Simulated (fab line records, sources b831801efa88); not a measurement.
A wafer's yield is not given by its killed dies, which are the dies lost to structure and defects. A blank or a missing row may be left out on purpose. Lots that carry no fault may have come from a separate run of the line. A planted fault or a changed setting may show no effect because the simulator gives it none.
fab line records | flow sky130
record lots=6 wafers=18 lastDay=49
route steps=708 shown SONOS_ONO@186 GATE_OXIDE@187 POLY_GATE@204 RES_PROTECT@206 PAD_OPEN@708
lots that met no fault: from a run of the same line without faults
startH: the number of hours between the record's first day and the start of the first shown wafer of the lot | waitH: time in hours since the lot's previous step | " unchanged from the row above | L1.1+2: one row covering several wafers at once | - no value present, or no start provided | * or withheld: withheld | < > ~ a bound
route shown NAME@n: a module of which the file shows steps, and the number in the route of the first | usual: mean and standard deviation over wafers with no fault | same: alike in all rows | chamber/n: place in a boat | sites: readings site by site | _std_site: the standard deviation of these | _edge_site: the outer-site mean with the inner-site mean subtracted | radiusMm: for every site, how far away it sits from the centre of the wafer | mask NAME#n: copy n | behind: tool/chamber where the wafer was last shaped | hold: reason for holding the lot/hours on hold/outcome of the hold | device: the transistor (n, p or np) that didn't switch | end of line: tests run on the same wafers once the route is complete | a step given without rows: its recipe and nothing more | killed: not the wafer's yield, but the dies lost to structure and defects at the first sort | map: dies across one wafer; x = killed, . = not, _ = none there
set.NAME: the setting that was run; set.NAME@STEP: the one run at that earlier step | model.NAME: the simulator's own value behind a step, which no gauge read
lots seen at some steps along the route; tables by step, rows by wafer
services: the hour from which a tool's chamber was out of use, counted from the record's first day as startH (under 0 if before that day), plus the number of hours and why
## steps
# step SKY_SONOS_ONO_WET_ETCH_18
# recipe chemistry=H3PO4 targetDepthNm=15 target=Si3N4 tempC=160 timeS=172
# step SKY_GATE_OXIDE_CLEAN_00
# recipe chemistry=SC1/SC2 mix=1:4:20 tempC=70 timeS=150 dry=n2Spin
# step SKY_GATE_OXIDE_OXIDATION_01
# recipe tempC=900 ambient=O2 stabiliseS=600 purgeS=300 targetThkA=102.68 oxTimeS=1473
# step SKY_GATE_OXIDE_THK_MEAS_02
# recipe reads=SiO2_of_GATE_OXIDE_OXIDATION_01
# usual GATE_OXIDE_OXIDATION_00_THK=10.26/0.18
# columns lot.wafer tool chamber startH waitH GATE_OXIDE_OXIDATION_00_THK[nm]
L172.2 filmMetro-02 - 296.10 0.0 10.24
L172.5 " - " " 10.22
L172.6 " - " " 10.09
L173.2 filmMetro-03 - 299.03 0.0 10.10
L173.4 " - " " 10.17
L173.5 " - " " 10.13
L176.3 filmMetro-03 - 325.91 0.0 10.21
L176.5 " - " " 10.28
L176.6 " - " " 10.40
L178.2 filmMetro-03 - 342.12 0.0 10.42
L178.3 " - " " 10.36
L178.5 " - " " 10.40
L179.1 filmMetro-02 - 349.25 0.0 10.23
L179.4 " - " " 10.32
L179.6 " - " " 10.30
L191.1 filmMetro-02 - 451.36 0.0 10.45
L191.2 " - " " 10.31
L191.6 " - " " 10.51
# step SKY_GATE_OXIDE_DEHYDRATE_03
# recipe tempC=200 timeS=60
# step SKY_GATE_OXIDE_HMDS_04
# recipe primeTimeS=60 primeTempC=120
# step SKY_GATE_OXIDE_COAT_05
# recipe resist=NOVOLAK spinRpm=3000 resistThkNm=1140
# step SKY_GATE_OXIDE_SOFTBAKE_06
# recipe tempC=90 timeS=60 resist=NOVOLAK
# step SKY_GATE_OXIDE_EXPOSE_07
# recipe maskId=LVOM na=0.6 sourceShape=conventional sigmaOuter=0.6 polarization=unpolarized targetCdNm=600 doseMj=170
# step SKY_GATE_OXIDE_PEB_08
# recipe tempC=withheld timeS=* resist=NOVOLAK
# step SKY_GATE_OXIDE_DEVELOP_09
# recipe resist=NOVOLAK developer=TMAH developTimeS=60 devTempC=23
# step SKY_GATE_OXIDE_OVL_MEAS_10
# usual GATE_OXIDE_OVL=-0.5/1.2
# columns lot.wafer tool chamber startH waitH GATE_OXIDE_OVL[nm]
L172.2 overlay-02 - 321.18 0.1 -1.2
L172.5 " - " " -1.2
L172.6 " - " " -1.3
L173.2 overlay-01 - 324.73 0.1 1.2
L173.4 " - " " -1.6
L173.5 " - " " -0.7
L176.3 overlay-02 - 352.30 0.1 0.2
L176.5 " - " " -1.5
L176.6 " - " " 0.9
L178.2 overlay-01 - 368.36 0.1 1.0
L178.3 " - " " -0.4
L178.5 " - " " 0.4
L179.1 overlay-01 - 376.46 0.1 -0.6
L179.4 " - " " -0.5
L179.6 " - " " -0.9
L191.1 overlay-02 - 482.38 0.1 -2.2
L191.2 " - " " -1.7
L191.6 " - " " -2.7
# step SKY_GATE_OXIDE_IMPLANT_11
# recipe species=B energyKev=10 doseCm2=2.6e+12 tiltDeg=withheld
# columns lot.wafer tool chamber startH waitH
L172.2+5+6 implanter-04 0 321.23 0.0
L173.2+4+5 implanter-01 0 324.78 0.0
L176.3+5+6 implanter-03 0 352.37 0.1
L178.2+3+5 implanter-01 0 368.42 0.0
L179.1+4+6 implanter-01 0 376.49 0.0
L191.1+2+6 implanter-04 0 482.42 0.0
# step SKY_GATE_OXIDE_WET_ETCH_12
# recipe chemistry=dHF targetDepthNm=16.8 dry=n2Spin target=SiO2 dilution=100:1 tempC=25 timeS=336
# step SKY_GATE_OXIDE_STRIP_13
# recipe chemistry=O2/N2 powerW=1400 pressureMtorr=1500 platenTempC=withheld o2FlowSccm=3000 n2FlowSccm=300 overashFraction=0.5
# usual drypumpMotorCurrentA=5.3/0.51 oesProductAu=0.716/0.0045 stripTimeToEndpointS=14.18/0.041
# columns lot.wafer tool chamber startH waitH drypumpMotorCurrentA oesProductAu rfHoursCounterH stripTimeToEndpointS
L172.2 plasmaAsher-01 1 321.46 0.0 5.1 0.716 63 14.19
L172.5 " 1 " " 5.1 0.718 - 14.20
L172.6 " 0 " " 4.9 0.718 - 14.22
L173.2 plasmaAsher-04 1 325.01 0.0 4.7 0.721 21 14.21
L173.4 " 1 " " 4.7 0.719 - 14.20
L173.5 " 1 " " 4.7 0.724 - 14.17
L176.3 plasmaAsher-04 1 352.62 0.0 4.7 0.720 - 14.12
L176.5 " 1 " " 4.7 0.710 - 14.18
L176.6 " 0 " " 5.9 0.718 - 14.10
L178.2 plasmaAsher-01 1 368.65 0.0 5.1 0.716 69 14.13
L178.3 " 0 " " 4.9 0.719 - 14.14
L178.5 " 0 " " 4.9 0.711 - 14.15
L179.1 plasmaAsher-01 0 376.75 0.0 4.9 0.709 70 14.14
L179.4 " 0 " " 4.9 0.712 - 14.13
L179.6 " 0 " " 4.9 0.714 - 14.17
L191.1 plasmaAsher-04 0 482.67 0.0 5.9 0.725 35 14.09
L191.2 " 1 " " 4.7 0.709 35 14.07
L191.6 " 0 " " 5.9 0.708 - 14.11
# step SKY_GATE_OXIDE_TW_MEAS_14
# usual GATE_OXIDE_TW=224.0/1
# columns lot.wafer tool chamber startH waitH GATE_OXIDE_TW
L172.2 filmMetro-03 - 321.57 0.1 224.9
L172.5 " - " " 224.4
L172.6 " - " " 224.5
L173.2 filmMetro-03 - 325.12 0.1 225.1
L173.4 " - " " 226.5
L173.5 " - " " 225.6
L176.3 filmMetro-03 - 352.71 0.1 223.8
L176.5 " - " " 223.7
L176.6 " - " " 224.1
L178.2 filmMetro-04 - 368.76 0.1 222.8
L178.3 " - " " 223.9
L178.5 " - " " 223.2
L179.1 filmMetro-04 - 376.85 0.1 221.8
L179.4 " - " " 222.4
L179.6 " - " " 222.6
L191.1 filmMetro-02 - 482.77 0.1 224.1
L191.2 " - " " 224.3
L191.6 " - " " 223.7
# step SKY_GATE_OXIDE_CLEAN_15
# recipe chemistry=SC1/SC2 mix=1:4:20 tempC=70 timeS=150 dry=n2Spin
# step SKY_GATE_OXIDE_OXIDATION_16
# recipe tempC=800 ambient=O2 idleTempC=700 rampUpCPerMin=10 rampDownCPerMin=3 stabiliseS=600 purgeS=300 targetThkA=35.7 oxTimeS=1915
# step SKY_POLY_GATE_CVD_00
# recipe material=poly-Si targetThkNm=180 tempC=620 timeS=720 pressureMtorr=200
# step SKY_POLY_GATE_THK_MEAS_01
# recipe reads=poly-Si_of_POLY_GATE_CVD_00
# usual POLY_GATE_CVD_00_THK=180.9/1.5
# columns lot.wafer tool chamber startH waitH POLY_GATE_CVD_00_THK[nm]
L172.2 filmMetro-03 - 325.01 0.0 183.4
L172.5 " - " " 182.7
L172.6 " - " " 183.5
L173.2 filmMetro-03 - 330.14 0.0 180.3
L173.4 " - " " 181.1
L173.5 " - " " 182.7
L176.3 filmMetro-01 - 356.87 0.0 180.5
L176.5 " - " " 180.7
L176.6 " - " " 179.6
L178.2 filmMetro-01 - 371.93 0.0 182.1
L178.3 " - " " 180.8
L178.5 " - " " 180.2
L179.1 filmMetro-04 - 380.24 0.0 179.3
L179.4 " - " " 180.7
L179.6 " - " " 178.8
L191.1 filmMetro-04 - 485.61 0.0 180.6
L191.2 " - " " 181.9
L191.6 " - " " 182.4
# step SKY_RES_PROTECT_DEHYDRATE_00
# recipe tempC=200 timeS=60
# step SKY_RES_PROTECT_HMDS_01
# recipe primeTimeS=60 primeTempC=120
# step SKY_RES_PROTECT_COAT_02
# recipe resist=NOVOLAK spinRpm=3000 resistThkNm=1140
# step SKY_RES_PROTECT_SOFTBAKE_03
# recipe tempC=90 timeS=60 resist=NOVOLAK
# step SKY_RES_PROTECT_EXPOSE_04
# recipe maskId=RPM na=0.6 sourceShape=conventional sigmaOuter=0.6 polarization=unpolarized targetCdNm=1270 doseMj=131
# step SKY_RES_PROTECT_PEB_05
# recipe tempC=withheld timeS=* resist=NOVOLAK
# step SKY_RES_PROTECT_DEVELOP_06
# recipe resist=NOVOLAK developer=TMAH developTimeS=60 devTempC=23
# step SKY_POLY_GATE_IMPLANT_02
# recipe species=P energyKev=30 doseCm2=7.7e+15 tiltDeg=0
# step SKY_RES_PROTECT_STRIP_07
# recipe chemistry=O2/N2 powerW=1400 pressureMtorr=1500 platenTempC=withheld o2FlowSccm=3000 n2FlowSccm=300 overashFraction=0.5
# usual drypumpMotorCurrentA=5.7/0.49 oesProductAu=0.517/0.0047 stripTimeToEndpointS=23.29/0.042
# columns lot.wafer tool chamber startH waitH drypumpMotorCurrentA oesProductAu rfHoursCounterH stripTimeToEndpointS
L172.2 plasmaAsher-03 1 352.06 0.1 5.3 0.516 54 23.19
L172.5 " 1 " " 5.3 0.519 - 23.24
L172.6 " 0 " " 5.5 0.523 - 23.26
L173.2 plasmaAsher-02 0 356.61 0.1 6.3 0.522 62 23.30
L173.4 " 0 " " 6.3 0.517 - 23.28
L173.5 " 0 " " 6.3 0.516 - 23.30
L176.3 plasmaAsher-02 1 384.71 0.1 5.6 0.513 - 23.33
L176.5 " 0 " " 6.3 0.514 - 23.29
L176.6 " 1 " " 5.6 0.516 - 23.34
L178.2 plasmaAsher-02 0 401.16 0.1 6.3 0.518 67 23.30
L178.3 " 1 " " 5.6 0.523 - 23.32
L178.5 " 0 " " 6.3 0.515 - 23.31
L179.1 plasmaAsher-02 0 409.46 0.1 6.4 0.517 68 23.27
L179.4 " 0 " " 6.4 0.522 - 23.28
L179.6 " 0 " " 6.3 0.520 - 23.29
L191.1 plasmaAsher-04 0 516.87 0.1 5.9 0.518 38 23.33
L191.2 " 1 " " 4.7 0.514 38 23.27
L191.6 " 0 " " 5.9 0.529 - 23.31
# step SKY_RES_PROTECT_TW_MEAS_08
# usual POLY_GATE_TW=4027/17
# columns lot.wafer tool chamber startH waitH POLY_GATE_TW
L172.2 filmMetro-04 - 352.17 0.1 4040
L172.5 " - " " 4035
L172.6 " - " " 4056
L173.2 filmMetro-02 - 356.72 0.1 4052
L173.4 " - " " 4024
L173.5 " - " " 4058
L176.3 filmMetro-02 - 384.79 0.1 4061
L176.5 " - " " 4045
L176.6 " - " " 4065
L178.2 filmMetro-01 - 401.27 0.1 4010
L178.3 " - " " 4030
L178.5 " - " " 4020
L179.1 filmMetro-01 - 409.56 0.1 4017
L179.4 " - " " 4008
L179.6 " - " " 4026
L191.1 filmMetro-02 - 516.97 0.1 4035
L191.2 " - " " 4047
L191.6 " - " " 4049
# step SKY_RES_PROTECT_CLEAN_09
# recipe chemistry=SC1/SC2 mix=1:4:20 tempC=70 timeS=150 dry=n2Spin
# step SKY_POLY_GATE_CVD_03
# recipe material=Si3N4 precursor=DCS/NH3 targetThkNm=75 tempC=770 timeS=1290 pressureMtorr=250
# step SKY_POLY_GATE_THK_MEAS_04
# recipe reads=Si3N4_of_POLY_GATE_CVD_03
# usual POLY_GATE_CVD_03_THK=75.3/0.92
# columns lot.wafer tool chamber startH waitH POLY_GATE_CVD_03_THK[nm]
L172.2 filmMetro-03 - 356.42 0.0 74.6
L172.5 " - " " 75.2
L172.6 " - " " 75.0
L173.2 filmMetro-01 - 359.35 0.0 74.8
L173.4 " - " " 75.0
L173.5 " - " " 75.3
L176.3 filmMetro-03 - 386.49 0.0 74.3
L176.5 " - " " 74.5
L176.6 " - " " 74.6
L178.2 filmMetro-03 - 402.74 0.0 76.0
L178.3 " - " " 76.4
L178.5 " - " " 75.3
L179.1 filmMetro-03 - 411.70 0.0 74.5
L179.4 " - " " 75.2
L179.6 " - " " 74.5
L191.1 filmMetro-04 - 518.44 0.0 74.4
L191.2 " - " " 75.0
L191.6 " - " " 75.0
# step SKY_POLY_GATE_DEHYDRATE_05
# recipe tempC=200 timeS=60
# step SKY_POLY_GATE_HMDS_06
# recipe primeTimeS=60 primeTempC=120
# step SKY_POLY_GATE_COAT_07
# recipe resist=BARC tempC=withheld timeS=withheld spinRpm=3000 resistThkNm=110
# step SKY_POLY_GATE_COAT_08
# recipe resist=KrF-thick spinRpm=3000 resistThkNm=450
# step SKY_POLY_GATE_SOFTBAKE_09
# recipe tempC=100 timeS=90 resist=KrF-thick
# step SKY_POLY_GATE_EXPOSE_10
# recipe maskId=P1M na=0.68 sourceShape=conventional sigmaOuter=0.6 targetCdNm=150 doseMj=28
# step SKY_POLY_GATE_PEB_11
# recipe pebTempC=withheld pebTimeS=withheld resist=KrF-thick
# step SKY_POLY_GATE_DEVELOP_12
# recipe developTimeS=60 resist=KrF-thick devTempC=21
# step SKY_POLY_GATE_CD_MEAS_13
# recipe targetCdNm=150
# usual cdNm=149.8/1.5
# columns lot.wafer tool chamber startH waitH cdNm
L172.2 cdSem-01 - 384.10 - 148.2
L172.5 " - " " 148.6
L172.6 " - " " 147.1
L173.2 cdSem-02 - 388.00 - 148.2
L173.4 " - " " 147.6
L173.5 " - " " 148.1
L176.3 cdSem-02 - 416.17 - 153.2
L176.5 " - " " 152.2
L176.6 " - " " 152.6
L178.2 cdSem-02 - 432.90 - 150.7
L178.3 " - " " 149.4
L178.5 " - " " 148.5
L179.1 cdSem-01 - 441.38 - 147.2
L179.4 " - " " 146.8
L179.6 " - " " 146.5
L191.1 cdSem-02 - 549.22 - 149.6
L191.2 " - " " 149.8
L191.6 " - " " 151.0
# step SKY_PAD_OPEN_PROBE_99
# usual killed_at_M0_to_M3=43/7.1 killed_at_M4_up=3.1/1.7 killedAtContacts=23/5.1 killedAtFrontEnd=14/4.4 killedAtOther=0.3/0.47 killedDies=84/9.9 killedOpen=45/6.6 killedShort=38/6.8
# same grossDies=492 killedAtBackSide=0
# columns lot.wafer tool chamber startH waitH killed_at_M0_to_M3 killed_at_M4_up killedAtContacts killedAtFrontEnd killedAtOther killedDies killedOpen killedShort model.etest.tipP.rsOhmSqRange model.etest.nfet_01v8.driveUaUmRange model.etest.pfet_01v8.driveUaUmRange model.etest.pfet_01v8_lvt.vtVRange model.etest.pfet_01v8.vtVRange model.etest.nfet_01v8.vtVRange
L172.2 prober-01 - 1085.39 0.1 39 5 26 14 0 84 45 39 220.8 9.445 10.15 0.01352 0.01674 0.009928
L172.5 prober-01 - 1085.54 0.2 45 2 28 16 1 92 58 34 161.5 7.985 7.674 0.01157 0.01613 0.008257
L172.6 prober-01 - 1085.59 0.2 44 7 26 18 0 95 44 51 161.9 7.789 6.916 0.008953 0.01112 0.008279
L173.2 prober-02 - 1092.00 0.1 32 1 23 14 0 70 43 27 186.3 7 7.478 0.02458 0.01223 0.01193
L173.4 prober-02 - 1092.10 0.2 49 5 26 17 0 97 53 44 122 8.926 4.07 0.03161 0.0104 0.01249
L173.5 prober-02 - 1092.15 0.2 38 0 16 18 0 72 44 28 245.7 5.863 6.894 0.02882 0.009029 0.01425
L176.3 prober-01 - 1108.37 0.2 42 2 22 10 0 76 38 38 142.2 7.975 7.296 0.02521 0.02108 0.01339
L176.5 prober-01 - 1108.47 0.2 51 4 18 17 0 90 49 41 184.2 11.01 4.738 0.02356 0.01831 0.0134
L176.6 prober-01 - 1108.52 0.2 45 4 25 19 0 93 50 43 168.1 13.4 6.023 0.02247 0.01664 0.01178
L178.2 prober-01 - 1122.33 0.1 41 7 26 14 0 88 47 41 223.1 15.36 16.47 0.1769 0.07249 0.02247
L178.3 prober-01 - 1122.38 0.2 54 3 32 16 0 105 53 52 313.3 25.12 19.42 0.1751 0.07088 0.01873
L178.5 prober-01 - 1122.48 0.2 45 2 19 12 2 80 44 36 257.8 16.82 19.31 0.1723 0.07185 0.01326
L179.1 prober-01 - 1126.54 0.1 45 1 16 17 0 79 41 38 239.4 20.81 17.53 0.1706 0.06144 0.02335
L179.4 prober-01 - 1126.69 0.2 44 4 23 19 1 91 51 40 174.1 18.56 18.58 0.1664 0.06773 0.02804
L179.6 prober-01 - 1126.79 0.2 39 2 27 13 0 81 37 44 293.1 22.56 17.14 0.1695 0.07079 0.02015
L191.1 prober-01 - 1187.05 0.1 34 5 13 16 1 69 42 27 82.97 10.75 11.76 0.0148 0.008394 0.00999
L191.2 prober-01 - 1187.10 0.1 32 5 13 10 0 60 27 33 281.1 7.46 4.482 0.0174 0.01059 0.008318
L191.6 prober-01 - 1187.30 0.2 32 6 18 12 1 69 41 28 210.5 12.03 7.481 0.02018 0.009044 0.01434
# killed by level:class
L172.2 VIA2:geometricParticle:open=8 LI_CONTACT:geometricParticle:open=7 CONTACT:geometricParticle:open=7 VIA1:geometricParticle:open=7 CONTACT:geometricParticle:short=6 METAL1:geometricParticle:short=5 METAL2:geometricParticle:short=5 POLY_GATE:geometricParticle:open=4
L172.5 VIA1:geometricParticle:open=13 CONTACT:geometricParticle:open=13 LI_CONTACT:geometricParticle:open=6 METAL2:geometricParticle:short=6 VIA2:geometricParticle:open=6 METAL1:geometricParticle:short=5 VIA3:geometricParticle:open=5 FIELD_ISO:geometricParticle:short=4
L172.6 CONTACT:geometricParticle:open=10 POLY_GATE:geometricParticle:short=9 VIA2:geometricParticle:open=7 VIA3:geometricParticle:open=7 VIA1:geometricParticle:short=7 VIA1:geometricParticle:open=7 LI_CONTACT:geometricParticle:open=6 METAL1:geometricParticle:short=5
L173.2 VIA1:geometricParticle:open=9 CONTACT:geometricParticle:open=8 VIA3:geometricParticle:open=6 LI_CONTACT:geometricParticle:open=5 LOCAL_INTERCONNECT:geometricParticle:short=5 VIA2:geometricParticle:short=4 POLY_GATE:geometricParticle:open=3 SPACER:geometricParticle:open=3
L173.4 CONTACT:geometricParticle:open=8 VIA2:geometricParticle:open=8 VIA3:geometricParticle:open=8 CONTACT:geometricParticle:short=7 METAL1:geometricParticle:short=7 VIA1:geometricParticle:open=7 LI_CONTACT:geometricParticle:open=6 POLY_GATE:geometricParticle:short=5
L173.5 VIA1:geometricParticle:open=16 POLY_GATE:geometricParticle:open=7 VIA3:geometricParticle:open=6 METAL2:geometricParticle:short=6 CONTACT:geometricParticle:short=5 LOCAL_INTERCONNECT:geometricParticle:short=4 CONTACT:geometricParticle:open=4 SONOS_ONO:geometricParticle:short=3
L176.3 CONTACT:geometricParticle:open=9 METAL1:geometricParticle:short=8 METAL2:geometricParticle:short=7 VIA2:geometricParticle:open=6 VIA1:geometricParticle:open=6 CONTACT:geometricParticle:short=5 VIA3:geometricParticle:open=4 FIELD_ISO:geometricParticle:open=3
L176.5 VIA1:geometricParticle:open=12 VIA3:geometricParticle:open=8 FIELD_ISO:geometricParticle:short=7 VIA1:geometricParticle:short=7 VIA2:geometricParticle:open=7 CONTACT:geometricParticle:short=6 FIELD_ISO:geometricParticle:open=6 LI_CONTACT:geometricParticle:open=6
L176.6 LI_CONTACT:geometricParticle:open=9 VIA1:geometricParticle:open=9 CONTACT:geometricParticle:open=7 METAL1:geometricParticle:short=7 VIA2:geometricParticle:open=7 POLY_GATE:geometricParticle:short=6 FIELD_ISO:geometricParticle:short=5 CONTACT:geometricParticle:short=5
L178.2 VIA1:geometricParticle:open=9 LI_CONTACT:geometricParticle:open=7 VIA2:geometricParticle:open=7 CONTACT:geometricParticle:open=6 METAL4:geometricParticle:short=5 LI_CONTACT:geometricParticle:short=5 LOCAL_INTERCONNECT:geometricParticle:short=5 FIELD_ISO:geometricParticle:open=4
L178.3 CONTACT:geometricParticle:open=13 VIA1:geometricParticle:open=9 METAL1:geometricParticle:short=8 CONTACT:geometricParticle:short=7 VIA2:geometricParticle:short=6 VIA3:geometricParticle:open=6 POLY_GATE:geometricParticle:open=5 LI_CONTACT:geometricParticle:open=5
L178.5 VIA1:geometricParticle:open=10 CONTACT:geometricParticle:open=8 VIA3:geometricParticle:open=8 CONTACT:geometricParticle:short=6 VIA2:geometricParticle:open=6 VIA1:geometricParticle:short=5 METAL3:geometricParticle:short=3 METAL1:geometricParticle:open=3
L179.1 VIA1:geometricParticle:open=15 METAL2:geometricParticle:short=8 FIELD_ISO:geometricParticle:short=7 FIELD_ISO:geometricParticle:open=6 CONTACT:geometricParticle:open=6 METAL1:geometricParticle:short=5 VIA1:geometricParticle:short=5 LI_CONTACT:geometricParticle:open=4
L179.4 VIA2:geometricParticle:open=10 CONTACT:geometricParticle:open=9 VIA1:geometricParticle:open=8 VIA1:geometricParticle:short=6 POLY_GATE:geometricParticle:open=5 LI_CONTACT:geometricParticle:open=5 VIA3:geometricParticle:open=5 FIELD_ISO:geometricParticle:short=4
L179.6 VIA1:geometricParticle:open=11 CONTACT:geometricParticle:short=10 CONTACT:geometricParticle:open=9 METAL2:geometricParticle:short=7 FIELD_ISO:geometricParticle:short=4 METAL1:geometricParticle:short=4 VIA2:geometricParticle:open=4 POLY_GATE:geometricParticle:open=3
L191.1 VIA1:geometricParticle:open=10 VIA3:geometricParticle:open=6 FIELD_ISO:geometricParticle:open=4 LI_CONTACT:geometricParticle:open=4 METAL4:geometricParticle:short=4 METAL2:geometricParticle:short=4 VIA2:geometricParticle:short=4 FIELD_ISO:geometricParticle:short=3
L191.2 VIA1:geometricParticle:open=6 VIA3:geometricParticle:short=5 VIA1:geometricParticle:short=5 VIA3:geometricParticle:open=4 LOCAL_INTERCONNECT:geometricParticle:short=4 CONTACT:geometricParticle:open=4 METAL4:geometricParticle:short=4 VIA2:geometricParticle:short=4
L191.6 VIA1:geometricParticle:open=12 CONTACT:geometricParticle:open=6 METAL1:geometricParticle:short=6 VIA3:geometricParticle:open=6 LOCAL_INTERCONNECT:geometricParticle:short=5 METAL4:geometricParticle:short=5 FIELD_ISO:geometricParticle:open=4 POLY_GATE:geometricParticle:open=3
## services
# columns tool chamber startH hours kind
plasmaAsher-04 - 334.51 3.2 repair
plasmaAsher-03 - 335.24 3.8 repair
plasmaAsher-02 - 340.88 13.8 repair
implanter-04 - 344.61 4.2 pm
plasmaAsher-04 - 345.64 1.3 repair
implanter-04 - 358.66 3.0 repair
plasmaAsher-04 - 365.37 24.4 repair
implanter-03 - 375.90 5.5 repair
implanter-01 - 378.36 3.3 repair
implanter-04 - 386.48 2.2 repair
plasmaAsher-01 - 408.87 9.4 repair
plasmaAsher-04 - 419.74 0.4 repair
plasmaAsher-02 - 421.25 9.0 pm
plasmaAsher-02 0 421.25 9.0 ventCycle
plasmaAsher-02 1 421.25 9.0 ventCycle
implanter-01 - 423.62 2.3 repair
plasmaAsher-02 0 430.25 - clean
plasmaAsher-02 1 430.25 - clean
plasmaAsher-03 - 461.51 1.4 repair
## key
firstSign none at tools or gauges
modelEffect step=SKY_PAD_OPEN_PROBE_99 value=etest.tipP.rsOhmSqRange without=157.2 struck=250.1
metAt SKY_GATE_OXIDE_IMPLANT_11
struckWafers L178.2,L178.3,L178.5,L179.1,L179.4,L179.6
testerLeftOut L178,L179
onsetBetween 324.78 368.42
alsoFits SKY_GATE_OXIDE_STRIP_13:plasmaAsher-01,SKY_RES_PROTECT_STRIP_07:plasmaAsher-02
fault kind=processParameterDrift tool=implanter-01 chamber=- onsetH=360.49 steps=SKY_GATE_OXIDE_IMPLANT_11 channel=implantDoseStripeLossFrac offset=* shape=step endH=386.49
# testerLeftOut: of these lots the tester's yield and bins aren't shown, on N5 and GAA mostly nor the transistor test; their killed dies are dies lost to structure and defects alone, not to doping, threshold or leakage, so they don't give the yield
